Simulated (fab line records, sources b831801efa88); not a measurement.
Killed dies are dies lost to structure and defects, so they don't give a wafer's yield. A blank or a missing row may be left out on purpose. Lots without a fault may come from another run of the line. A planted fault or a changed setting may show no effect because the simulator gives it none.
fab line records | flow sky130
record lots=12 wafers=36 last_day=50
route steps=708 shown CAP2M@605 VIA4@641 PAD_OPEN@708
lots that met no fault: from a run of the same line without faults
start_h: hours from the record's first day to the start of the lot's first wafer shown | wait_h: hours since the lot's step before | " the same as in the row above | L1.1+2: a row that stands for several wafers | - no value, or no start given | * or withheld: withheld | < > ~ a bound
route shown NAME@n: a module of which the file shows steps, and the number in the route of the first | usual: mean/standard deviation of fault-free wafers | same: alike in all rows | chamber/n: place in a boat | sites: the reading at each site | _std_site: their standard deviation | _edge_site: outer sites' mean less inner sites' | radius_mm: how far each site lies from the wafer's centre | mask NAME#n: copy n | behind: the tool/chamber that last shaped the wafer | hold: why the lot was held/for how many hours/how that ended | device: the transistor (n, p or np) that didn't switch | end of line: the same wafers' tests at the end of the route | a step without rows: its recipe alone | killed: dies lost to structure and defects at the first sort, not the wafer's yield | map: a wafer's dies, x killed, . not, _ none there
set.NAME: the setting as run; set.NAME@STEP: as run at that earlier step | model.NAME: the simulator's own value behind a step, which no gauge read
steps of the route over a sample of lots; a table a step, a row a wafer
services: from which hour (start_h, from the record's first day; less than 0 if before it) a tool's chamber was out of use, for how many hours, and why
## steps
# step SKY_CAP2M_SPUTTER_02
# recipe material=TiN target_thk_nm=200 temp_c=300 power_w=6500 time_s=166.7 chamber_pressure_pa=0.4
# usual chamber_pressure_pa=0.4001/0.00083 susceptor_temp_C=300.04/0.18 throttle_valve_pct=30.0/1.2
# same time_s=166.7
# columns lot.wafer tool chamber start_h wait_h chamber_pressure_pa susceptor_temp_C throttle_valve_pct
L552.1 pvd_sputter-02 - 910.05 0.1 0.4017 299.98 29.2
L552.3 " - " " 0.4003 299.68 29.9
L552.5 " - " " 0.4004 300.19 30.3
L555.2 pvd_sputter-04 - 940.79 0.0 0.4016 299.90 31.9
L555.3 " - " " 0.4000 300.22 32.4
L555.6 " - " " 0.4011 300.31 32.3
L557.3 pvd_sputter-04 - 970.03 0.0 0.3999 300.12 31.9
L557.4 " - " " 0.4014 300.27 32.1
L557.6 " - " " 0.3995 300.17 29.4
L558.2 pvd_sputter-02 - 973.49 0.0 0.3996 299.86 30.5
L558.3 " - " " 0.4000 299.91 29.8
L558.4 " - " " 0.4001 299.54 29.0
L559.1 pvd_sputter-03 - 980.62 0.1 0.4009 300.10 29.9
L559.5 " - " " 0.3998 300.11 29.9
L559.6 " - " " 0.4001 300.17 31.0
L560.1 pvd_sputter-03 - 988.33 0.1 0.3993 299.97 29.4
L560.2 " - " " 0.4011 300.04 30.0
L560.5 " - " " 0.4008 300.05 30.1
L562.3 pvd_sputter-02 - 996.12 0.0 0.4002 300.04 29.9
L562.5 " - " " 0.4007 300.22 29.1
L562.6 " - " " 0.3998 299.92 29.9
L563.3 pvd_sputter-03 - 998.89 0.0 0.4001 300.18 30.2
L563.4 " - " " 0.4000 300.08 28.6
L563.6 " - " " 0.4010 299.94 28.7
L565.3 pvd_sputter-02 - 1013.63 0.0 0.3987 300.25 30.0
L565.4 " - " " 0.4006 299.84 28.4
L565.6 " - " " 0.4006 299.74 28.6
L571.1 pvd_sputter-04 - 1056.92 0.1 0.4001 299.92 28.5
L571.5 " - " " 0.4006 300.02 28.2
L571.6 " - " " 0.4007 299.92 29.4
L572.3 pvd_sputter-02 - 1072.19 0.0 0.4004 299.68 29.5
L572.4 " - " " 0.3995 299.85 29.3
L572.5 " - " " 0.3993 300.32 30.4
L573.1 pvd_sputter-03 - 1087.12 0.1 0.3994 300.17 28.3
L573.3 " - " " 0.4010 300.09 30.1
L573.6 " - " " 0.4003 299.77 31.3
# step SKY_VIA4_CMP_02
# recipe material=SiO2 down_force_psi=4 platen_rpm=60 pad_velocity_m_s=0.94248
# usual motor_current_A=11.3/1.1
# columns lot.wafer tool chamber start_h wait_h motor_current_A
L552.1 cmp-01 1 961.24 0.1 9.5
L552.3 " 0 " " 12.0
L552.5 " 1 " " 9.4
L555.2 cmp-01 2 990.38 0.1 11.5
L555.3 " 0 " " 11.4
L555.6 " 1 " " 9.1
L557.3 cmp-01 2 1018.33 0.1 12.2
L557.4 " 3 " " 11.1
L557.6 " 3 " " 10.7
L558.3 cmp-01 2 1021.04 0.0 11.7
L558.4 " 3 " " 11.3
L558.2 " 1 " " 9.6
L559.1 cmp-02 3 1028.74 0.2 11.2
L559.6 " 0 " " 12.9
L559.5 " 1 " " 11.2
L560.1 cmp-01 1 1035.29 0.1 9.5
L560.2 " 2 " " 12.2
L560.5 " 0 " " 11.7
L562.3 cmp-02 2 1043.00 0.2 10.0
L562.5 " 3 " " 10.6
L562.6 " 0 " " 13.4
L563.4 cmp-01 3 1046.83 0.0 10.8
L563.3 " 1 " " 9.8
L563.6 " 3 " " 11.1
L565.4 cmp-02 0 1058.04 0.1 12.5
L565.3 " 1 " " 11.6
L565.6 " 3 " " 11.8
L571.1 cmp-02 2 1100.92 0.7 9.9
L571.6 " 3 " " 11.3
L571.5 " 0 " " 13.0
L572.3 cmp-02 0 1115.23 0.0 13.6
L572.4 " 1 " " 11.5
L572.5 " 1 " " 11.2
L573.1 cmp-01 3 1128.10 0.1 11.0
L573.3 " 0 " " 11.9
L573.6 " 3 " " 10.7
# step SKY_VIA4_OVL_MEAS_11
# usual VIA4_OVL=0.5/1.6
# columns lot.wafer tool chamber start_h wait_h VIA4_OVL[nm]
L552.1 overlay-01 - 984.96 0.1 -0.5
L552.3 " - " " -0.6
L552.5 " - " " 2.1
L555.2 overlay-02 - 1013.88 0.1 2.5
L555.3 " - " " 3.3
L555.6 " - " " 3.2
L557.3 overlay-02 - 1040.72 0.1 0.8
L557.4 " - " " 2.2
L557.6 " - " " 2.4
L558.2 overlay-01 - 1043.47 0.1 -0.3
L558.3 " - " " -1.0
L558.4 " - " " -0.9
L559.1 overlay-01 - 1050.71 0.1 1.9
L559.5 " - " " 3.1
L559.6 " - " " 1.5
L560.1 overlay-01 - 1056.01 0.1 0.8
L560.2 " - " " 0.5
L560.5 " - " " -1.5
L562.3 overlay-02 - 1065.03 0.1 2.0
L562.5 " - " " -0.7
L562.6 " - " " 1.7
L563.3 overlay-01 - 1067.88 0.1 0.8
L563.4 " - " " 0.6
L563.6 " - " " 0.8
L565.3 overlay-01 - 1079.03 0.1 -1.6
L565.4 " - " " -1.2
L565.6 " - " " -0.1
L571.1 overlay-01 - 1121.07 0.1 -1.3
L571.5 " - " " -0.9
L571.6 " - " " -0.8
L572.3 overlay-02 - 1134.73 0.1 0.9
L572.4 " - " " 2.5
L572.5 " - " " 0.6
L573.1 overlay-01 - 1146.12 0.1 -2.0
L573.3 " - " " 0.1
L573.6 " - " " -0.2
# step SKY_VIA4_CMP_21
# recipe stop_on=SiO2 t_overpolish_s=25 down_force_psi=3.5 platen_rpm=60 target_thk_nm=0 pad_velocity_m_s=0.94248
# usual motor_current_A=10.4/1.1 overpolish_run_s=25.000/0.0092 t_overpolish_s=25/0 time_to_endpoint_s=122/5.8
# columns lot.wafer tool chamber start_h wait_h motor_current_A overpolish_run_s t_overpolish_s time_to_endpoint_s
L552.1 cmp-01 0 986.16 0.1 11.0 25.016 25 121
L552.3 " 1 " " 8.7 24.997 25 121
L552.5 " 2 " " 11.2 25.008 25 133
L555.3 cmp-02 3 1015.19 0.2 10.7 24.994 25 118
L555.2 " 0 " " 12.8 25.019 25 123
L555.6 " 2 " " 8.6 24.989 25 120
L557.3 cmp-02 2 1041.80 0.0 9.3 25.004 25 126
L557.4 " 0 " " 13.0 25.015 25 125
L557.6 " 2 " " 9.0 25.010 25 124
L558.2 cmp-02 0 1044.57 0.0 12.1 25.006 25 136
L558.4 " 1 " " 10.7 24.990 25 126
L558.3 " 2 " " 9.1 25.010 25 129
L559.1 cmp-01 1 1051.80 0.1 8.6 24.994 25 124
L559.5 " 1 " " 8.7 25.000 25 125
L559.6 " 2 " " 11.2 25.002 25 139
L560.2 cmp-01 1 1057.11 0.0 8.8 24.992 25 122
L560.1 " 2 " " 10.9 25.005 25 133
L560.5 " 2 " " 10.2 24.979 25 133
L562.3 cmp-01 0 1066.16 0.1 10.8 24.989 25 120
L562.5 " 3 " " 10.6 25.018 25 120
L562.6 " 0 " " 10.5 24.995 25 120
L563.4 cmp-02 3 1068.99 0.0 10.8 24.999 25 117
L563.3 " 2 " " 9.3 25.002 25 122
L563.6 " 3 " " 10.5 25.001 25 119
L565.4 cmp-01 2 1080.12 0.0 11.3 24.995 25 132
L565.3 " 3 " " 10.2 25.008 25 119
L565.6 " 3 " " 10.5 25.003 25 122
L571.1 cmp-01 3 1122.20 0.1 10.4 19.772 19.785 119
L571.5 " 3 " " 10.4 19.777 19.785 113
L571.6 " 0 " " 10.8 19.790 19.785 117
L572.3 cmp-02 0 1135.81 0.0 11.8 24.995 25 126
L572.4 " 3 " " 10.3 24.990 25 114
L572.5 " 0 " " 12.5 24.996 25 128
L573.3 cmp-01 2 1148.01 0.8 11.2 19.784 19.785 130
L573.1 " 3 " " 10.1 19.800 19.785 119
L573.6 " 1 " " 8.9 19.786 19.785 114
# step SKY_PAD_OPEN_PROBE_99
# usual defect_limited_yield=82.7/1.9 killed_at_M0_to_M3=43/6.6 killed_at_M4_up=3.1/1.6 killed_at_contacts=23/5.6 killed_at_front_end=15/4.2 killed_at_other=0.2/0.43 killed_dies=85/9.3 killed_open=46/6.6 killed_short=39/6.2 sort_bin_3_pad_short=0.8/0.37 sort_bin_5_function=10.2/1.5 sort_bin_6_memory=6.2/1.1 sort_n_pass=407/9.3 sort_yield_pct=82.7/1.9
# same gross_dies=492 killed_at_back_side=0 sort_bin_4_leakage[%]=0 sort_bin_8_speed[%]=0
# columns lot.wafer tool chamber start_h wait_h defect_limited_yield[%] killed_at_M0_to_M3 killed_at_M4_up killed_at_contacts killed_at_front_end killed_at_other killed_dies killed_open killed_short sort_bin_3_pad_short[%] sort_bin_5_function[%] sort_bin_6_memory[%] sort_n_pass sort_yield_pct[%]
L558.2 prober-01 - 1110.48 0.1 79.7 46 4 28 22 0 100 57 43 1.6 11.4 7.3 392 79.7
L558.3 prober-01 - 1110.53 0.2 82.9 46 3 22 13 0 84 50 34 1.0 11.2 4.9 408 82.9
L558.4 prober-01 - 1110.58 0.2 80.5 57 1 22 16 0 96 53 43 0.8 10.8 7.9 396 80.5
# killed by level:class
L558.2 CONTACT:geometric_particle:open=9 VIA2:geometric_particle:open=9 LI_CONTACT:geometric_particle:open=8 VIA1:geometric_particle:open=8 CONTACT:geometric_particle:short=6 METAL1:geometric_particle:short=6 FIELD_ISO:geometric_particle:open=5 FIELD_ISO:geometric_particle:short=5
L558.3 METAL1:geometric_particle:short=9 VIA2:geometric_particle:open=9 CONTACT:geometric_particle:open=7 VIA1:geometric_particle:open=7 VIA3:geometric_particle:open=6 LI_CONTACT:geometric_particle:open=6 CONTACT:geometric_particle:short=5 POLY_GATE:geometric_particle:open=4
L558.4 VIA1:geometric_particle:open=12 METAL2:geometric_particle:short=11 LI_CONTACT:geometric_particle:open=10 VIA2:geometric_particle:open=8 VIA1:geometric_particle:short=7 VIA3:geometric_particle:open=6 CONTACT:geometric_particle:open=5 CONTACT:geometric_particle:short=5
## services
# columns tool chamber start_h hours kind
cmp-02 - 888.00 4.4 pm
cmp-01 - 895.76 5.4 pm
pvd_sputter-04 - 905.54 3.6 repair
cmp-02 - 912.00 4.0 pm
cmp-02 - 916.00 - consumable_replace:conditioner
cmp-02 - 916.00 - consumable_replace:pad
cmp-02 - 935.57 1.6 repair
cmp-02 - 966.22 1.9 repair
pvd_sputter-02 - 978.97 7.7 repair
pvd_sputter-03 - 983.43 1.9 repair
pvd_sputter-02 - 996.28 1.3 repair
pvd_sputter-02 - 997.45 8.9 repair
cmp-01 - 1014.24 1.1 repair
pvd_sputter-03 - 1017.08 2.3 repair
cmp-02 - 1018.10 4.3 pm
cmp-01 - 1023.64 3.4 repair
pvd_sputter-04 - 1036.32 7.4 repair
pvd_sputter-02 - 1041.83 2.8 repair
cmp-01 - 1084.08 4.0 pm
cmp-01 - 1088.08 - consumable_replace:conditioner
cmp-01 - 1088.08 - consumable_replace:pad
cmp-01 - 1098.68 3.2 repair
cmp-02 - 1139.08 17.4 pm
## key
first_sign step=SKY_VIA4_CMP_21 reading=t_overpolish_s direction=down sigmas=99+ usual=25 struck=19.785
effect step=SKY_VIA4_CMP_21 reading=overpolish_run_s direction=down sigmas=99+ usual=25.000 struck=19.785
met_at SKY_VIA4_CMP_21
struck_lots L571,L573
not_acting_at SKY_CAP2M_SPUTTER_02,SKY_VIA4_CMP_02,SKY_VIA4_OVL_MEAS_11
onset_between 1080.12 1122.20
fault kind=process_parameter_drift tool=cmp-01 chamber=- onset_h=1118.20 steps=SKY_VIA4_CMP_21 channel=t_overpolish_s offset=-5.2152 shape=step end_h=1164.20 acts_in=these_recipes_only stated=25
